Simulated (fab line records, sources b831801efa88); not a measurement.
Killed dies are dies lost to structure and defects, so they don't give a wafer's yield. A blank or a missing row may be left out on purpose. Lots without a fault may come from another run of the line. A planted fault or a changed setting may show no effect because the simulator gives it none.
Which tool did it? | flow sky130 | 7 lots, 21 wafers sampled, at 2 steps of a route of 708

WHAT THE GAUGES READ, wafer by wafer
SKY_VIA4_RS_MEAS_19: measures by four-point-probe.
lot  | measured     | on            | VIA4_W_RS (ohm/sq)
L837 | day 42 23:00 | film_metro-01 | 0.2255 0.2299 0.2269
L839 | day 43 13:20 | film_metro-03 | 0.2288 0.2278 0.2273
L841 | day 44 09:10 | film_metro-01 | 0.1121 0.1129 0.1106 0.1122 0.1133 0.1106
L843 | day 44 23:00 | film_metro-02 | 0.2264 0.2239 0.2255
L852 | day 47 07:37 | film_metro-02 | 0.2275 0.2265 0.2254
L856 | day 47 23:11 | film_metro-02 | 0.2260 0.2305 0.2250
L859 | day 48 20:57 | film_metro-01 | 0.2290 0.2257 0.2251

WHICH TOOL RAN EACH LOT (tool, then ch and the chambers of the sampled wafers, then the start)
lot  | SKY_VIA4_CVD_18
L837 | cvd_w-02 ch 0, day 42 22:51
L839 | cvd_w-02 ch 0,1, day 43 13:11
L841 | cvd_w-02 ch 0,1, day 44 08:41
L843 | cvd_w-02 ch 0,1, day 44 22:51
L852 | cvd_w-02 ch 0,1, day 47 07:28
L856 | cvd_w-02 ch 0,1, day 47 23:02
L859 | cvd_w-01 ch 0,1, day 48 20:48
- SKY_VIA4_CVD_18: deposits W, target thk 505 nm, time 152.14 s.

THE ANSWER, worked out from the rows above alone
Rule: what is usual is taken from the lots themselves. Put in order of their means at a reading, lots are off if they are a third of the lots or fewer, leave a main group of 4 or more, and stand apart from it by a gap of 3 or more times the standard deviation of the main group's means; of several such gaps the widest counts. A main group whose means are all the same, to the digits that the tables above print for the reading, isn't used. A lot without any number at a reading at which 4 lots or more have one is off too. The other lots that the step has rows for count as sound.
Off: L841, at SKY_VIA4_RS_MEAS_19 (VIA4_W_RS). The main group: mean 0.2268 ohm/sq, standard deviation 0.00086.
A tool fits if, at a process step before that reading, it ran every lot that is off, and no sound lot after the first of them. The gauges at SKY_VIA4_RS_MEAS_19 are tried like those tools. None of those tried fits.

WHAT THE SIMULATOR HAD PUT IN
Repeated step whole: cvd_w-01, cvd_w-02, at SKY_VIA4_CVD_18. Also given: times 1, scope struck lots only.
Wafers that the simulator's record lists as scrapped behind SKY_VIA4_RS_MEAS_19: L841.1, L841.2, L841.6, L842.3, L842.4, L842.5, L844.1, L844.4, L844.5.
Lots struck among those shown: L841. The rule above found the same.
